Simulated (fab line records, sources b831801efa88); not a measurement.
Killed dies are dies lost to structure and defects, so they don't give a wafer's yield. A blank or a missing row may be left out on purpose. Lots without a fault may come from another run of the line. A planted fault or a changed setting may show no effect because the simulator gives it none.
Tool commonality check | flow sky130 | 12 lots, 36 wafers sampled

WHY IT WAS OPENED
At SKY_LDD_HVN_TW_MEAS_10 the reading LDD_HVN_TW is flagged on 2 of 12 lots. Wafers without a fault read 1447, standard deviation 10.
Rule: a lot is flagged when every wafer of it that has a number lies more than 4 standard deviations from that mean, or none has a number. The other lots count as sound.

lot  | measured     | on            | LDD_HVN_TW, wafer by wafer | flag
L523 | day 20 12:14 | film_metro-02 | 1452 1450 1447             |
L524 | day 20 23:07 | film_metro-01 | 1442 1441 1438             |
L528 | day 22 22:43 | film_metro-04 | 1447 1442 1457             |
L530 | day 23 05:41 | film_metro-02 | 1515 1517 1523             | FLAGGED
L531 | day 23 13:16 | film_metro-02 | 1514 1524 1530             | FLAGGED
L537 | day 25 08:41 | film_metro-01 | 1421 1427 1432             |
L538 | day 26 01:35 | film_metro-04 | 1453 1447 1448             |
L539 | day 26 09:21 | film_metro-04 | 1448 1451 1455             |
L540 | day 26 15:48 | film_metro-02 | 1445 1451 1450             |
L541 | day 26 20:48 | film_metro-01 | 1438 1436 1422             |
L542 | day 27 13:46 | film_metro-01 | 1438 1432 1440             |
L544 | day 27 16:55 | film_metro-04 | 1450 1450 1449             |
The numbers of the flagged lots are 1520 on average: +74 against the usual, or +7 standard deviations.

WHICH TOOL RAN EACH LOT
The record holds 1 process step before the reading, out of a route of 708 steps. In each cell: the tool, then ch and the chambers that the sampled wafers went through, then the start.
lot  | flag    | SKY_LDD_HVN_IMPLANT_08
L523 |         | implanter-02 ch 0, day 20 11:59
L524 |         | implanter-04 ch 0, day 20 22:52
L528 |         | implanter-04 ch 0, day 22 22:28
L530 | FLAGGED | implanter-02 ch 0, day 23 05:28
L531 | FLAGGED | implanter-02 ch 0, day 23 13:01
L537 |         | implanter-01 ch 0, day 25 08:29
L538 |         | implanter-01 ch 0, day 26 01:20
L539 |         | implanter-02 ch 0, day 26 09:06
L540 |         | implanter-02 ch 0, day 26 15:34
L541 |         | implanter-02 ch 0, day 26 20:34
L542 |         | implanter-01 ch 0, day 27 13:33
L544 |         | implanter-02 ch 0, day 27 16:41
What these steps do:
- SKY_LDD_HVN_IMPLANT_08
- SKY_LDD_HVN_TW_MEAS_10

FLAGGED OVER TOTAL, TOOL BY TOOL (the gauges that took the reading come last)
step                   | tool          | lots run | flagged | share of the flagged lots | sound lots run after its first flagged lot
SKY_LDD_HVN_IMPLANT_08 | implanter-01  | 3        | 0       | none                      | -
SKY_LDD_HVN_IMPLANT_08 | implanter-02  | 7        | 2       | all                       | 4 (L539,L540,L541,L544)
SKY_LDD_HVN_IMPLANT_08 | implanter-04  | 2        | 0       | none                      | -
SKY_LDD_HVN_TW_MEAS_10 | film_metro-01 | 4        | 0       | none                      | -
SKY_LDD_HVN_TW_MEAS_10 | film_metro-02 | 4        | 2       | all                       | 1 (L540)
SKY_LDD_HVN_TW_MEAS_10 | film_metro-04 | 4        | 0       | none                      | -

WHAT THE TABLE ALLOWS
2 rows of the table ran every flagged lot: implanter-02 at SKY_LDD_HVN_IMPLANT_08, film_metro-02 at SKY_LDD_HVN_TW_MEAS_10.
- implanter-02 at SKY_LDD_HVN_IMPLANT_08: 2 of its 7 lots flagged. Sound lots ran on it after the first flagged one (L539, L540, L541, L544), which a lasting fault on the whole tool wouldn't allow. Its own readings lie more than 4 standard deviations out on every wafer of the flagged lots: dose_ions_cm2, faraday_current_uA.
- film_metro-02 at SKY_LDD_HVN_TW_MEAS_10: 2 of its 4 lots flagged. Sound lots ran on it after the first flagged one (L540), which a lasting fault on the whole tool wouldn't allow.
No row of the table ran every flagged lot and no sound lot after the first.

WHAT THE SIMULATOR HAD PUT IN
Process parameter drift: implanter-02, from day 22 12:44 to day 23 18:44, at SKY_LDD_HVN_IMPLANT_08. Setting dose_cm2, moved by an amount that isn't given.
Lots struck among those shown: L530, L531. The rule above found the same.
